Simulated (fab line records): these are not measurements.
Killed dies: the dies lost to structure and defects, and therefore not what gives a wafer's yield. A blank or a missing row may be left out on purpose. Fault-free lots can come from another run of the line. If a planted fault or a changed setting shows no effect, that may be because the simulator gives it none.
Chamber matching / flow sfqLine / 3 sister chambers for SFQ_TRILAYER_I6_DEP_PECVD_165 on pecvd-02
The step deposits SiO2 from SiH4/N2O, time 111.11 s, target thk 500 nm. 14 wafers are shown with their chamber, then 7 later ones without.

## EACH WAFER AND ITS CHAMBER
wafer=L130.3; chamber=2; throttleValvePct (%)=25.9; heaterPowerW (W)=97; runLengthS (s)=139.2
wafer=L130.4; chamber=0; throttleValvePct (%)=25.2; heaterPowerW (W)=68; runLengthS (s)=139.8
wafer=L130.6; chamber=1; throttleValvePct (%)=23.8; heaterPowerW (W)=82; runLengthS (s)=139.4
wafer=L132.3; chamber=2; throttleValvePct (%)=26.0; heaterPowerW (W)=98; runLengthS (s)=138.6
wafer=L132.5; chamber=0; throttleValvePct (%)=25.4; heaterPowerW (W)=82; runLengthS (s)=139.2
wafer=L132.6; chamber=2; throttleValvePct (%)=26.0; heaterPowerW (W)=96; runLengthS (s)=138.6
wafer=L144.2; chamber=0; throttleValvePct (%)=25.9; heaterPowerW (W)=83; runLengthS (s)=139.1
wafer=L144.3; chamber=1; throttleValvePct (%)=24.2; heaterPowerW (W)=85; runLengthS (s)=138.8
wafer=L144.6; chamber=2; throttleValvePct (%)=26.8; heaterPowerW (W)=99; runLengthS (s)=138.5
wafer=L147.2; chamber=0; throttleValvePct (%)=26.2; heaterPowerW (W)=76; runLengthS (s)=139.2
wafer=L147.3; chamber=1; throttleValvePct (%)=24.2; heaterPowerW (W)=85; runLengthS (s)=138.9
wafer=L147.4; chamber=1; throttleValvePct (%)=24.1; heaterPowerW (W)=68; runLengthS (s)=139.4
wafer=L149.1; chamber=0; throttleValvePct (%)=25.8; heaterPowerW (W)=75; runLengthS (s)=139.2
wafer=L149.3; chamber=2; throttleValvePct (%)=27.0; heaterPowerW (W)=99; runLengthS (s)=138.4

SIGNATURES, as means of the wafers listed above
reading=throttleValvePct; chamber 0=25.700; chamber 1=24.075; chamber 2=26.340; scatter within a chamber=0.407
reading=heaterPowerW; chamber 0=76.80; chamber 1=80.00; chamber 2=97.80; scatter within a chamber=5.65
reading=runLengthS; chamber 0=139.300; chamber 1=139.125; chamber 2=138.660; scatter within a chamber=0.304
Rule: for a wafer and a chamber, the distance is found by dividing, reading by reading, the gap between the wafer's reading and the chamber's mean by the reading's scatter, squaring, summing and taking the root. If the next closest chamber is less than 2 further off than the closest, the wafer can't be placed; otherwise it belongs to the closest. The scatter: take each reading less its chamber's mean, square it, sum over the shown wafers, divide by the number of wafers less the number of chambers, and take the root.

## WAFERS WHOSE CHAMBER IS MISSING
wafer=L149.4; throttleValvePct (%)=24.3; heaterPowerW (W)=81; runLengthS (s)=139.5
wafer=L150.1; throttleValvePct (%)=24.6; heaterPowerW (W)=79; runLengthS (s)=139.1
wafer=L150.3; throttleValvePct (%)=26.9; heaterPowerW (W)=104; runLengthS (s)=138.4
wafer=L150.4; throttleValvePct (%)=24.1; heaterPowerW (W)=80; runLengthS (s)=139.0
wafer=L152.4; throttleValvePct (%)=27.0; heaterPowerW (W)=99; runLengthS (s)=138.8
wafer=L152.5; throttleValvePct (%)=24.4; heaterPowerW (W)=70; runLengthS (s)=138.9
wafer=L152.6; throttleValvePct (%)=27.0; heaterPowerW (W)=102; runLengthS (s)=138.6

## EACH ONE'S CHAMBER
wafer=L149.4; from the rows above=1; in truth=1
wafer=L150.1; from the rows above=can't be placed: 1 or 0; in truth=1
wafer=L150.3; from the rows above=2; in truth=2
wafer=L150.4; from the rows above=1; in truth=1
wafer=L152.4; from the rows above=2; in truth=2
wafer=L152.5; from the rows above=can't be placed: 1 or 0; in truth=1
wafer=L152.6; from the rows above=2; in truth=2
Correct placement for 5 of the 7. From these rows, 2 cannot be placed; in 2 the true chamber is one of the candidates. Wrongly placed: 0.
